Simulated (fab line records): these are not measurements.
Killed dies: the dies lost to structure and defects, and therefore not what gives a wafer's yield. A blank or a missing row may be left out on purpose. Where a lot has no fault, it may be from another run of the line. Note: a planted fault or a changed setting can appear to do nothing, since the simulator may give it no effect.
Which tool did it? -- flow gf180mcu -- 14 lots with 42 wafers sampled at 5 steps, on a route of 602 steps

WHAT THE GAUGES SHOWED, per wafer
GF_NWELL_OVL_MEAS_07.
lot,measured,on,NWELL_OVL (nm)
L550,day 3 12:32,overlay-01,0.7 1.7 2.6
L552,day 3 18:25,overlay-01,-2.0 -2.2 0.2
L555,day 4 14:52,overlay-01,0.1 -0.1 -0.1
L556,day 4 18:49,overlay-01,-1.1 0.4 -0.2
L557,day 5 02:10,overlay-01,1.3 3.0 2.4
L558,day 5 09:02,overlay-01,1.2 0.2 0.7
L560,day 5 18:57,overlay-02,-0.7 -1.9 -0.5
L561,day 5 22:49,overlay-02,3.1 2.9 1.7
L564,day 6 17:22,overlay-01,2.0 2.5 0.7
L565,day 6 18:15,overlay-02,0.4 2.5 1.4
L566,day 7 00:22,overlay-01,3.1 2.8 2.6
L567,day 7 07:31,overlay-02,-2.1 -1.5 -0.5
L568,day 7 11:16,overlay-02,0.8 0.2 -0.3
L573,day 8 11:04,overlay-02,1.2 1.5 0.4

GF_HV_LDD_TW_MEAS_23.
lot,measured,on,HV_LDD_2_TW
L550,day 11 02:28,filmMetro-02,1055 1051 1050
L552,day 11 10:49,filmMetro-04,1065 1063 1062
L555,day 12 14:52,filmMetro-03,1063 1058 1063
L556,day 13 00:13,filmMetro-02,1063 1067 1061
L557,day 13 12:37,filmMetro-02,1066 1062 1058
L558,day 13 20:38,filmMetro-03,1046 1048 1057
L560,day 14 07:58,filmMetro-03,1053 1050 1044
L561,day 14 16:35,filmMetro-04,1066 1070 1067
L564,day 15 16:38,filmMetro-02,1064 1063 1068
L565,day 15 14:49,filmMetro-03,1057 1050 1056
L566,day 15 21:49,filmMetro-04,1090 1089 1083
L567,day 16 05:22,filmMetro-04,1089 1090 1083
L568,day 16 08:46,filmMetro-04,1085 1091 1084
L573,day 17 21:12,filmMetro-03,1054 1055 1062

GF_M1_THK_MEAS_06: measures by xrf.
lot,measured,on,M1_ALCU_THK (nm)
L550,day 16 11:28,filmMetro-04,449 448 459
L552,day 17 00:23,filmMetro-01,449 453 451
L555,day 18 07:11,filmMetro-04,448 452 446
L556,day 18 17:10,filmMetro-01,436 440 440
L557,day 19 08:43,filmMetro-01,440 439 444
L558,day 19 16:50,filmMetro-04,445 444 452
L560,day 20 06:41,filmMetro-04,445 446 442
L561,day 20 16:25,filmMetro-04,450 449 450
L564,day 21 19:17,filmMetro-02,431 433 433
L565,day 21 16:59,filmMetro-02,440 442 449
L566,day 22 01:23,filmMetro-01,444 444 451
L567,day 22 09:25,filmMetro-01,435 436 445
L568,day 22 13:09,filmMetro-02,452 448 450
L573,day 24 04:29,filmMetro-02,429 441 428

WHAT TOOL EACH LOT RAN ON (gives the tool, then ch and the chambers of the sampled wafers, and finally the start)
lot,GF_HV_LDD_IMPLANT_21,GF_M1_SPUTTER_02
L550,"implanter-02 ch 0, day 11 02:15","pvdSputter-04, day 16 11:14"
L552,"implanter-02 ch 0, day 11 10:34","pvdSputter-04, day 17 00:10"
L555,"implanter-04 ch 0, day 12 14:37","pvdSputter-04, day 18 06:59"
L556,"implanter-01 ch 0, day 12 23:58","pvdSputter-03, day 18 16:58"
L557,"implanter-01 ch 0, day 13 12:22","pvdSputter-03, day 19 08:30"
L558,"implanter-04 ch 0, day 13 20:23","pvdSputter-03, day 19 16:37"
L560,"implanter-04 ch 0, day 14 07:43","pvdSputter-03, day 20 06:28"
L561,"implanter-02 ch 0, day 14 16:20","pvdSputter-03, day 20 16:12"
L564,"implanter-04 ch 0, day 15 16:23","pvdSputter-03, day 21 19:05"
L565,"implanter-04 ch 0, day 15 14:34","pvdSputter-04, day 21 16:47"
L566,"implanter-04 ch 0, day 15 21:34","pvdSputter-03, day 22 01:11"
L567,"implanter-04 ch 0, day 16 05:08","pvdSputter-03, day 22 09:11"
L568,"implanter-04 ch 0, day 16 08:32","pvdSputter-04, day 22 12:56"
L573,"implanter-01 ch 0, day 17 20:58","pvdSputter-03, day 24 04:16"
- GF_HV_LDD_IMPLANT_21
- GF_M1_SPUTTER_02: material AlCu, target thk 450 nm, time 23.9 s.

WHAT THE TOOLS THEMSELVES READ (means of the sampled wafers that have a number; where no wafer has one, the mark that the record gives instead)
GF_HV_LDD_IMPLANT_21.
lot,tool,beamOnS (s),endStationPressureTorr (Torr),faradayCurrentUA
L550,implanter-02,10.05,5.4e-06,280
L552,implanter-02,9.98,5.1e-06,283
L555,implanter-04,9.92,5.1e-06,284
L556,implanter-01,9.89,5.3e-06,285
L557,implanter-01,10.03,5.0e-06,281
L558,implanter-04,9.99,5.2e-06,282
L560,implanter-04,10.04,5.0e-06,281
L561,implanter-02,10.08,5.3e-06,279
L564,implanter-04,9.89,5.2e-06,285
L565,implanter-04,9.75,5.3e-06,288
L566,implanter-04,10.79,4.1e-05,260
L567,implanter-04,10.54,3.9e-05,266
L568,implanter-04,10.72,3.8e-05,261
L573,implanter-01,9.92,5.3e-06,284

GF_M1_SPUTTER_02.
lot,tool,throttleValvePct (%)
L550,pvdSputter-04,29.8
L552,pvdSputter-04,30.1
L555,pvdSputter-04,30.0
L556,pvdSputter-03,31.1
L557,pvdSputter-03,29.6
L558,pvdSputter-03,29.7
L560,pvdSputter-03,30.3
L561,pvdSputter-03,31.9
L564,pvdSputter-03,28.9
L565,pvdSputter-04,29.9
L566,pvdSputter-03,29.6
L567,pvdSputter-03,31.0
L568,pvdSputter-04,29.5
L573,pvdSputter-03,28.7

THE ANSWER, worked out from the rows above alone
Rule: usual is defined by the lots themselves. Put in order of their means at a reading, lots are off if they are a third of the lots or fewer, leave a main group of 4 or more, and stand apart from it by a gap of 3 or more times the standard deviation of the main group's means; of several such gaps the widest counts. If all means in a main group match to the digits the tables above print for the reading, that group is not used. Also off: a lot with no number at a reading for which 4 or more lots have one. The other lots that the step has rows for count as sound. Order of review: gauges by route order, followed by the tools' own readings, for which a lot's mean as printed above is used. At the first step where some lot is off, the reading lying furthest off is the one used; lots without a number count as furthest.
Off: at GF_HV_LDD_TW_MEAS_23 (HV_LDD_2_TW), L566, L567, L568. For the main group the mean is 1059 and the standard deviation 6.1.
If a tool, at a process step before that reading, ran all the lots that are off and no sound lot after the first of them, it fits. Not tried: the gauges at GF_HV_LDD_TW_MEAS_23; whatever is off there is also off at GF_HV_LDD_IMPLANT_21, on other tools, and gauge error can't account for it. One fits: implanter-04 at GF_HV_LDD_IMPLANT_21. Its last sound lot is L564 (day 15 16:23), its first lot that is off L566 (day 15 21:34): a fault that began between those two fits.
The tool's own readings at GF_HV_LDD_IMPLANT_21 bear it out: on the lots that are off they differ by more than 5 times the standard deviation of the sound lots' means. beamOnS reads 10.68 s there against 9.96 s on the sound lots; endStationPressureTorr reads 3.9e-05 Torr there against 5.2e-06 Torr on the sound lots; faradayCurrentUA reads 262 there against 283 on the sound lots.

WHAT HAD BEEN PUT IN BY THE SIMULATOR
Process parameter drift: implanter-04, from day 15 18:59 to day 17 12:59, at GF_HV_LDD_IMPLANT_21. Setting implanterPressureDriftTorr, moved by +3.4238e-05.
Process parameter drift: implanter-04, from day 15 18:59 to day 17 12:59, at GF_HV_LDD_IMPLANT_21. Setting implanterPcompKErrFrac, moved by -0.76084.
Lots struck among those shown: L566, L567, L568. The same result came from the rule above.
